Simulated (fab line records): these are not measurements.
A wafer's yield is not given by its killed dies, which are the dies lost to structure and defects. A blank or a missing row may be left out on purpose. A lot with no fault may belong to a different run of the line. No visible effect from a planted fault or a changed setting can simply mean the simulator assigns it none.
Comparing a struck lot with a sound one + flow gf180mcu + 15 steps out of a route of 602
Sound: wafers L749.1, L749.3, L749.6. Wafers struck: L762.2, L762.3, L762.5. At the end, the cause is stated.
Each step with rows lists, per side, the tool, then ch with its chambers, then its first start. Under that, the readings that differ: sound wafers + struck wafers + difference of the means + sigmas: that difference in standard deviations of wafers without a fault.
alike: readings whose means differ by less than 2 such deviations, and words and numbers that are the same on both sides. not compared: withheld readings, readings that some wafer has no value for, bounds like >300 that may hide the same value, and numbers for which the record gives no deviation and whose values overlap.
Wherever a step has rows on one side only, a row that says differs or no value, or a row with sigmas, the two part there. Numbers that have no deviation but don't overlap get no sigmas and don't part them. A reading that every wafer of one side lacks parts them only if that side has two wafers or more.

first, 2 steps without rows for these wafers: GF_MVPSD_IMPLANT_08; GF_MVPSD_IMPLANT_09.
GF_MVPSD_STRIP_10: strips in O2/N2.
  sound on plasmaAsher-04 ch 0,1, day 6 04:25; struck on plasmaAsher-03 ch 0, day 9 04:21
| reading          | sound       | struck      | difference | sigmas |
|------------------|-------------|-------------|------------|--------|
| heaterPowerW (W) | 340 408 396 | 297 296 308 | -81        | -3     |
  alike: drypumpMotorCurrentA, o2FlowSccm, oesProductAu, stripTimeToEndpointS
  not compared: rfHoursCounterH
GF_MVPSD_TW_MEAS_11:
  sound: filmMetro-01 at day 6 04:31; struck: filmMetro-02 at day 9 04:28
  alike: MVPSD_TW
then, 7 steps without rows for these wafers: GF_VT_IMPLANT_DEHYDRATE_00 (time 60 s); GF_VT_IMPLANT_HMDS_01 (prime time 60 s); GF_VT_IMPLANT_COAT_02 (resist thk 1000 nm); GF_VT_IMPLANT_SOFTBAKE_03 (time 60 s); GF_VT_IMPLANT_EXPOSE_04 (exposes mask LVPWELL LV AREA, target cd 600 nm); GF_VT_IMPLANT_PEB_05; GF_VT_IMPLANT_DEVELOP_06 (develop time 60 s).
GF_VT_IMPLANT_OVL_MEAS_07:
  sound: overlay-01 at day 6 19:23; struck: overlay-01 at day 9 21:43
  alike: VT_IMPLANT_OVL
GF_VT_IMPLANT_IMPLANT_08:
  sound on implanter-03 ch 0, day 6 19:25; struck on implanter-01 ch 0, day 9 21:46
| reading           | sound             | struck            | difference | sigmas |
|-------------------|-------------------|-------------------|------------|--------|
| tiltDeg (degrees) | 7.018 7.030 6.990 | 6.016 6.017 5.999 | -1.002     | -48    |
GF_VT_IMPLANT_STRIP_09: strips in O2/N2.
  sound on plasmaAsher-04 ch 0,1, day 6 19:34; struck on plasmaAsher-04 ch 0, day 9 21:54
  alike: drypumpMotorCurrentA, heaterPowerW, o2FlowSccm, oesProductAu, stripTimeToEndpointS
  not compared: rfHoursCounterH
-- record jumps: 24 days separate the struck wafers' starts on either side; left off in module VT_IMPLANT, taken up again in module PASSIVATION, whose first shown step is the route's number 602 --
GF_PASSIVATION_PROBE_99:
  the record has rows for the struck wafers here (prober-01, day 33 23:21) and none for the sound ones

== WHERE THEY PART ==
Last at GF_PASSIVATION_PROBE_99 as far as this record goes, first at GF_MVPSD_STRIP_10.

WHY: what had been put in by the simulator
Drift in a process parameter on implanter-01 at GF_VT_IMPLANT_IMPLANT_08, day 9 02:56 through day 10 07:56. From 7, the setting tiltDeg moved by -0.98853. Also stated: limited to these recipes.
